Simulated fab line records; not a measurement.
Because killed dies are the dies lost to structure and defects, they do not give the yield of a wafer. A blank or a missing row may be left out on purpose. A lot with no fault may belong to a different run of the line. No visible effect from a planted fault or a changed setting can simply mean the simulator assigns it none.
fab line records -- flow sky130
[record] lots = 12, wafers = 36, last_day = 50
route steps=708 shown CAP2M@603 VIA4@651 METAL5@667 PAD_OPEN@701
lots that met no fault: from a run of the same line without faults
start_h: start of the lot's first displayed wafer, in hours after the record's first day -- wait_h: hours since the lot's step before -- " repeats the value in the row above -- L1.1+2: a row that stands for several wafers -- - no value present, or no start provided -- * or withheld: withheld -- < > ~ a bound
route shown NAME@n: NAME is a module with steps in the file, n the number in the route of the first one -- usual: mean/standard deviation of fault-free wafers -- same: alike in all rows -- chamber/n: place in a boat -- sites: readings site by site -- _std_site: standard deviation of those values -- _edge_site: the outer-site mean with the inner-site mean subtracted -- radius_mm: how far each site lies from the wafer's centre -- mask NAME#n: copy n -- behind: the most recent tool/chamber to have shaped the wafer -- hold: cause of the lot's hold/its duration in hours/its outcome -- device: which transistor (n, p or np) failed to switch -- end of line: tests run on the same wafers once the route is complete -- a step given without rows: its recipe and nothing more -- killed: count of dies lost to structure and defects at first sort (not the wafer's yield) -- map: dies across one wafer; x = killed, . = not, _ = none there
set.NAME: setting as actually run; set.NAME@STEP: the setting as run at that earlier step -- model.NAME: the simulator's own value behind a step, which no gauge read
one table for each step of the route and one row for each wafer, over a sample of lots
services: when a tool's chamber went out of use (start_h, in hours from the record's first day, below 0 if earlier), for how many hours, and the reason
[[steps]]
[step SKY_CAP2M_CVD_00]
[recipe] material = SiO2, target_thk_nm = 15.5, temp_c = 400, time_s = withheld, rf_w = 450
[usual] heater_power_outer_w = 439/80, heater_power_w = 733/100, susceptor_temp_C = 399.99/0.22
lot.wafer,tool,chamber,start_h,wait_h,heater_power_outer_w,heater_power_w,susceptor_temp_C
L724.2,pecvd-02,1,938.19,0.0,471,785,399.44
L724.3,pecvd-02,2,938.19,0.0,453,769,400.16
L724.6,pecvd-02,1,938.19,0.0,461,781,400.21
L725.1,pecvd-02,0,943.81,0.0,397,696,400.46
L725.5,pecvd-02,0,943.81,0.0,396,703,400.18
L725.6,pecvd-02,2,943.81,0.0,404,723,399.95
L727.1,pecvd-01,1,964.09,0.0,444,748,399.51
L727.3,pecvd-01,2,964.09,0.0,515,785,400.17
L727.5,pecvd-01,2,964.09,0.0,509,802,399.88
L728.2,pecvd-02,1,968.15,0.0,478,806,399.50
L728.4,pecvd-02,0,968.15,0.0,368,664,400.32
L728.5,pecvd-02,1,968.15,0.0,486,796,399.54
L730.3,pecvd-03,0,985.41,0.0,419,638,400.09
L730.4,pecvd-03,2,985.41,0.0,589,887,400.08
L730.5,pecvd-03,1,985.41,0.0,475,840,400.46
L731.4,pecvd-03,1,990.56,0.0,473,810,400.22
L731.5,pecvd-03,0,990.56,0.0,420,674,399.96
L731.6,pecvd-03,2,990.56,0.0,636,932,399.92
L732.1,pecvd-02,0,993.75,0.0,385,701,400.29
L732.5,pecvd-02,2,993.75,0.0,416,728,399.85
L732.6,pecvd-02,1,993.75,0.0,485,815,399.75
L733.3,pecvd-01,2,998.06,0.0,443,713,399.69
L733.5,pecvd-01,2,998.06,0.0,440,713,399.79
L733.6,pecvd-01,0,998.06,0.0,295,517,399.87
L740.1,pecvd-02,2,1047.71,0.0,446,772,400.00
L740.3,pecvd-02,0,1047.71,0.0,375,656,400.24
L740.5,pecvd-02,1,1047.71,0.0,439,732,399.94
L742.3,pecvd-02,1,1059.68,0.0,447,775,399.70
L742.5,pecvd-02,1,1059.68,0.0,449,750,399.57
L742.6,pecvd-02,0,1059.68,0.0,328,619,400.08
L743.1,pecvd-01,2,1067.15,0.0,493,763,400.12
L743.2,pecvd-01,1,1067.15,0.0,389,685,400.06
L743.3,pecvd-01,0,1067.15,0.0,279,503,399.93
L746.1,pecvd-01,0,1091.99,0.0,368,601,400.16
L746.2,pecvd-01,2,1091.99,0.0,495,754,400.25
L746.4,pecvd-01,2,1091.99,0.0,479,761,399.89
[step SKY_VIA4_ETCH_12]
[recipe] target = SiO2, chemistry = C4F8/O2/Ar, stop_on = TiN, mask_material = NOVOLAK, source_w = 1500, bias_w = 1200, pressure_mtorr = 40, c4f8_flow_sccm = withheld, O2_flow_sccm = 6, Ar_flow_sccm = 300, time_s = withheld, target_depth_a = 5800
[usual] oes_product_au = 0.925/0.0046
lot.wafer,tool,chamber,start_h,wait_h,oes_product_au
L724.2,rie_diel-01,2,1011.02,0.0,0.921
L724.3,rie_diel-01,3,1011.02,0.0,0.927
L724.6,rie_diel-01,1,1011.02,0.0,0.921
L725.1,rie_diel-02,3,1017.72,0.0,0.926
L725.5,rie_diel-02,0,1017.72,0.0,0.917
L725.6,rie_diel-02,3,1017.72,0.0,0.924
L727.1,rie_diel-04,3,1035.47,0.0,0.922
L727.3,rie_diel-04,0,1035.47,0.0,0.926
L727.5,rie_diel-04,0,1035.47,0.0,0.924
L728.2,rie_diel-02,1,1040.57,0.0,0.925
L728.4,rie_diel-02,2,1040.57,0.0,0.930
L728.5,rie_diel-02,0,1040.57,0.0,0.928
L730.3,rie_diel-04,1,1055.67,0.0,0.926
L730.4,rie_diel-04,2,1055.67,0.0,0.913
L730.5,rie_diel-04,2,1055.67,0.0,0.924
L731.4,rie_diel-02,2,1060.42,0.0,0.922
L731.5,rie_diel-02,3,1060.42,0.0,0.923
L731.6,rie_diel-02,2,1060.42,0.0,0.932
L732.1,rie_diel-01,2,1062.82,0.0,0.922
L732.5,rie_diel-01,1,1062.82,0.0,0.929
L732.6,rie_diel-01,0,1062.82,0.0,0.926
L733.3,rie_diel-04,3,1066.73,0.0,0.930
L733.5,rie_diel-04,3,1066.73,0.0,0.923
L733.6,rie_diel-04,2,1066.73,0.0,0.922
L740.1,rie_diel-01,1,1112.33,0.0,0.929
L740.3,rie_diel-01,2,1112.33,0.0,0.936
L740.5,rie_diel-01,1,1112.33,0.0,0.935
L742.3,rie_diel-04,1,1123.37,0.0,0.924
L742.5,rie_diel-04,0,1123.37,0.0,0.927
L742.6,rie_diel-04,2,1123.37,0.0,0.917
L743.1,rie_diel-02,0,1128.67,0.0,0.920
L743.2,rie_diel-02,2,1128.67,0.0,0.929
L743.3,rie_diel-02,3,1128.67,0.0,0.925
L746.1,rie_diel-02,0,1151.73,0.0,0.929
L746.2,rie_diel-02,2,1151.73,0.0,0.923
L746.4,rie_diel-02,1,1151.73,0.0,0.925
[step SKY_METAL5_THK_MEAS_06]
[recipe] thk_meas_gauge = xrf, reads = AlCu_of_METAL5_SPUTTER_02
[usual] METAL5_ALCU_THK = 1141/16
lot.wafer,tool,chamber,start_h,wait_h,METAL5_ALCU_THK[nm]
L724.2,film_metro-01,-,1012.68,0.1,1129
L724.3,film_metro-01,-,1012.68,0.1,1153
L724.6,film_metro-01,-,1012.68,0.1,1127
L725.1,film_metro-01,-,1019.40,0.1,1125
L725.5,film_metro-01,-,1019.40,0.1,1120
L725.6,film_metro-01,-,1019.40,0.1,1121
L727.1,film_metro-02,-,1037.13,0.1,1157
L727.3,film_metro-02,-,1037.13,0.1,1174
L727.5,film_metro-02,-,1037.13,0.1,1170
L728.2,film_metro-03,-,1042.40,0.1,1147
L728.4,film_metro-03,-,1042.40,0.1,1142
L728.5,film_metro-03,-,1042.40,0.1,1150
L730.3,film_metro-02,-,1057.34,0.1,1169
L730.4,film_metro-02,-,1057.34,0.1,1157
L730.5,film_metro-02,-,1057.34,0.1,1171
L731.4,film_metro-03,-,1062.10,0.1,1142
L731.5,film_metro-03,-,1062.10,0.1,1119
L731.6,film_metro-03,-,1062.10,0.1,1147
L732.1,film_metro-02,-,1064.47,0.1,1149
L732.5,film_metro-02,-,1064.47,0.1,1124
L732.6,film_metro-02,-,1064.47,0.1,1144
L733.3,film_metro-03,-,1068.44,0.1,1146
L733.5,film_metro-03,-,1068.44,0.1,1147
L733.6,film_metro-03,-,1068.44,0.1,1153
L740.1,film_metro-03,-,1113.98,0.1,1147
L740.3,film_metro-03,-,1113.98,0.1,1146
L740.5,film_metro-03,-,1113.98,0.1,1147
L742.3,film_metro-03,-,1125.08,0.1,1149
L742.5,film_metro-03,-,1125.08,0.1,1151
L742.6,film_metro-03,-,1125.08,0.1,1126
L743.1,film_metro-03,-,1130.33,0.1,1169
L743.2,film_metro-03,-,1130.33,0.1,1180
L743.3,film_metro-03,-,1130.33,0.1,1184
L746.1,film_metro-03,-,1153.37,0.1,1139
L746.2,film_metro-03,-,1153.37,0.1,1146
L746.4,film_metro-03,-,1153.37,0.1,1147
[step SKY_PAD_OPEN_ETCH_07]
[recipe] chemistry = CF4/O2, target_depth_nm = 725, stop_on = AlCu, source_w = 800, bias_w = 150, pressure_mtorr = 150, cf4_flow_sccm = 80, O2_flow_sccm = 10, time_s = 161.1
[usual] drypump_motor_current_A = 5.6/0.4, oes_product_au = 0.976/0.0066, throttle_valve_pct = 5.966/0.011
lot.wafer,tool,chamber,start_h,wait_h,drypump_motor_current_A,oes_product_au,rf_hours_counter_h,throttle_valve_pct
L724.2,rie_diel-03,1,1079.48,-,5.6,0.980,8,5.952
L724.3,rie_diel-03,2,1079.48,-,4.8,0.978,16,5.968
L724.6,rie_diel-03,2,1079.48,-,4.8,0.990,-,5.971
L725.1,rie_diel-03,0,1085.89,-,6.3,0.979,25,5.980
L725.5,rie_diel-03,1,1085.89,-,5.6,0.977,-,5.961
L725.6,rie_diel-03,0,1085.89,-,6.3,0.976,-,5.984
L727.1,rie_diel-02,0,1102.20,-,6.2,0.972,17,5.963
L727.3,rie_diel-02,2,1102.20,-,5.8,0.975,12,5.977
L727.5,rie_diel-02,0,1102.20,-,6.2,0.982,-,5.968
L728.2,rie_diel-03,0,1105.83,-,6.4,0.974,26,5.958
L728.4,rie_diel-03,2,1105.83,-,4.8,0.975,18,5.978
L728.5,rie_diel-03,3,1105.83,-,5.6,0.976,-,5.965
L730.3,rie_diel-02,2,1117.63,-,5.8,0.987,12,5.955
L730.4,rie_diel-02,0,1117.63,-,6.2,0.986,17,5.961
L730.5,rie_diel-02,0,1117.63,-,6.2,0.975,-,5.957
L731.4,rie_diel-02,3,1124.04,-,5.3,0.974,20,5.966
L731.5,rie_diel-02,0,1124.04,-,6.2,0.988,-,5.953
L731.6,rie_diel-02,1,1124.04,-,5.9,0.981,-,5.959
L732.1,rie_diel-02,3,1125.83,-,5.3,0.971,20,5.955
L732.5,rie_diel-02,1,1125.83,-,5.9,0.979,-,5.987
L732.6,rie_diel-02,2,1125.83,-,5.8,0.977,-,5.971
L733.3,rie_diel-02,1,1130.94,-,5.9,0.964,29,5.963
L733.5,rie_diel-02,3,1130.94,-,5.3,0.974,-,5.965
L733.6,rie_diel-02,2,1130.94,-,5.8,0.982,-,5.939
L740.1,rie_diel-04,0,1170.38,-,5.6,0.964,18,5.955
L740.3,rie_diel-04,1,1170.38,-,5.7,0.968,30,5.968
L740.5,rie_diel-04,0,1170.38,-,5.7,0.971,-,5.967
L742.3,rie_diel-04,2,1179.34,-,5.6,0.985,16,5.973
L742.5,rie_diel-04,0,1179.34,-,5.6,0.987,-,5.985
L742.6,rie_diel-04,3,1179.34,-,5.4,0.986,-,5.986
L743.1,rie_diel-02,1,1182.98,-,5.9,0.966,31,5.952
L743.2,rie_diel-02,0,1182.98,-,6.2,0.980,20,5.972
L743.3,rie_diel-02,3,1182.98,-,5.3,0.971,23,5.964
L746.1,rie_diel-03,3,1203.48,-,5.6,0.969,26,5.951
L746.2,rie_diel-03,2,1203.48,-,4.8,0.968,22,5.977
L746.4,rie_diel-03,1,1203.48,-,5.6,0.979,-,5.973
[step SKY_PAD_OPEN_PROBE_99]
[usual] defect_limited_yield = 82.1/1.9, killed_at_M0_to_M3 = 45/6.8, killed_at_M4_up = 3.0/1.7, killed_at_contacts = 25/5.7, killed_at_front_end = 15/4.6, killed_at_other = 0.3/0.66, killed_dies = 88/9.5, killed_open = 48/7.3, killed_short = 39/6.5, sort_bin_3_pad_short = 0.9/0.47, sort_bin_5_function = 10.6/1.5, sort_bin_6_memory = 6.4/1.2, sort_n_pass = 404/9.5, sort_yield_pct = 82.1/1.9
[same] gross_dies = 492, killed_at_back_side = 0, sort_bin_4_leakage[%] = 0, sort_bin_8_speed[%] = 0
lot.wafer,tool,chamber,start_h,wait_h,defect_limited_yield[%],killed_at_M0_to_M3,killed_at_M4_up,killed_at_contacts,killed_at_front_end,killed_at_other,killed_dies,killed_open,killed_short,sort_bin_3_pad_short[%],sort_bin_5_function[%],sort_bin_6_memory[%],sort_n_pass,sort_yield_pct[%]
L740.1,prober-01,-,1172.70,0.1,84.1,43,1,20,14,0,78,46,32,0.2,10.2,5.5,414,84.1
L740.3,prober-01,-,1172.80,0.2,80.9,37,3,27,14,13,94,38,43,2.0,11.2,5.9,398,80.9
L740.5,prober-01,-,1172.90,0.2,80.3,44,1,36,16,0,97,53,44,1.2,11.8,6.7,395,80.3
L742.3,prober-01,-,1181.75,0.2,79.7,50,3,25,21,1,100,58,40,0.6,12.2,7.5,392,79.7
L742.5,prober-01,-,1181.85,0.2,84.6,45,3,16,12,0,76,40,36,0.4,10.4,4.7,416,84.6
L742.6,prober-01,-,1181.90,0.2,78.9,52,4,20,16,12,104,53,39,2.2,12.8,6.1,388,78.9
L743.1,prober-02,-,1185.91,0.1,85.4,40,5,17,9,1,72,27,44,0.6,10.0,4.1,420,85.4
L743.2,prober-02,-,1185.96,0.1,81.7,46,2,23,19,0,90,51,38,0.8,9.8,7.7,402,81.7
L743.3,prober-02,-,1186.01,0.2,82.3,46,2,28,11,0,87,44,43,0.8,11.0,5.9,405,82.3
// killed by level:class
L740.1 LI_CONTACT:geometric_particle:open=10 VIA1:geometric_particle:short=8 VIA3:geometric_particle:open=8 VIA1:geometric_particle:open=7 CONTACT:geometric_particle:open=5 VIA2:geometric_particle:open=5 FIELD_ISO:geometric_particle:open=4 FIELD_ISO:geometric_particle:short=3
L740.3 CAP2M:unspecified=13 CONTACT:geometric_particle:open=10 LOCAL_INTERCONNECT:geometric_particle:short=7 VIA1:geometric_particle:short=5 METAL1:geometric_particle:short=5 VIA3:geometric_particle:short=5 FIELD_ISO:geometric_particle:open=4 POLY_GATE:geometric_particle:open=4
L740.5 CONTACT:geometric_particle:open=13 LI_CONTACT:geometric_particle:open=10 VIA3:geometric_particle:open=8 METAL1:geometric_particle:short=7 VIA1:geometric_particle:open=6 VIA3:geometric_particle:short=6 FIELD_ISO:geometric_particle:short=5 LI_CONTACT:geometric_particle:short=5
L742.3 VIA2:geometric_particle:open=12 VIA1:geometric_particle:open=12 LI_CONTACT:geometric_particle:open=11 FIELD_ISO:geometric_particle:open=8 METAL2:geometric_particle:short=6 CONTACT:geometric_particle:short=5 CONTACT:geometric_particle:open=5 VIA1:geometric_particle:short=5
L742.5 VIA2:geometric_particle:open=10 VIA1:geometric_particle:open=8 FIELD_ISO:geometric_particle:short=6 METAL1:geometric_particle:short=6 CONTACT:geometric_particle:open=6 FIELD_ISO:geometric_particle:open=5 VIA1:geometric_particle:short=5 VIA2:geometric_particle:short=4
L742.6 CAP2M:unspecified=12 FIELD_ISO:geometric_particle:open=9 VIA3:geometric_particle:open=9 LI_CONTACT:geometric_particle:open=8 CONTACT:geometric_particle:open=7 VIA1:geometric_particle:open=7 METAL1:geometric_particle:short=6 METAL2:geometric_particle:short=6
L743.1 VIA1:geometric_particle:open=8 VIA1:geometric_particle:short=8 VIA3:geometric_particle:open=7 CONTACT:geometric_particle:open=6 LOCAL_INTERCONNECT:geometric_particle:short=5 METAL1:geometric_particle:short=5 FIELD_ISO:geometric_particle:short=4 CONTACT:geometric_particle:short=4
L743.2 CONTACT:geometric_particle:open=12 VIA1:geometric_particle:open=10 VIA3:geometric_particle:open=9 FIELD_ISO:geometric_particle:open=5 METAL2:geometric_particle:short=5 VIA2:geometric_particle:short=5 POLY_GATE:geometric_particle:open=4 LI_CONTACT:geometric_particle:open=4
L743.3 CONTACT:geometric_particle:open=14 CONTACT:geometric_particle:short=9 METAL1:geometric_particle:short=8 VIA1:geometric_particle:open=7 VIA1:geometric_particle:short=6 METAL2:geometric_particle:short=5 VIA3:geometric_particle:open=5 FIELD_ISO:geometric_particle:open=4
[[services]]
tool,chamber,start_h,hours,kind
rie_diel-03,2,935.19,2.5,repair
rie_diel-04,3,939.69,2.0,repair
rie_diel-02,-,975.28,15.5,repair
rie_diel-04,-,978.72,2.8,pm
pecvd-01,0,988.28,3.9,repair
rie_diel-03,0,993.56,6.4,repair
pecvd-02,-,1006.86,1.7,repair
rie_diel-01,3,1015.87,22.5,repair
rie_diel-02,0,1023.47,1.5,repair
rie_diel-01,1,1031.60,3.4,repair
rie_diel-02,0,1043.97,7.4,repair
pecvd-03,-,1047.80,0.4,repair
rie_diel-03,2,1048.92,9.0,repair
rie_diel-01,-,1076.38,2.8,pm
rie_diel-02,-,1078.57,14.6,pm
rie_diel-01,1,1083.16,3.3,repair
rie_diel-04,2,1116.01,4.8,repair
pecvd-02,-,1126.30,0.8,repair
rie_diel-01,3,1129.39,2.4,repair
rie_diel-01,-,1131.11,1.0,repair
rie_diel-01,1,1142.66,6.7,repair
pecvd-01,1,1143.76,18.7,repair
rie_diel-01,-,1145.38,14.6,pm
rie_diel-03,0,1198.00,5.6,repair
[[key]]
[first_sign] step = SKY_PAD_OPEN_PROBE_99, reading = killed_at_other, direction = up, sigmas = 12, usual = 0.3, struck = 12.5
effect none on later readings
met_at SKY_CAP2M_CVD_00
struck_lots L740,L742
struck_wafers L740.3,L742.6
not_acting_at SKY_VIA4_ETCH_12,SKY_METAL5_THK_MEAS_06,SKY_PAD_OPEN_ETCH_07
onset_between 993.75 1047.71
[fault] kind = chamber_particle_source, tool = pecvd-02, chamber = 0, onset_h = 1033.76, steps = SKY_CAP2M_CVD_00, rate_per_visit_cm2 = 0.61721, end_h = 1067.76
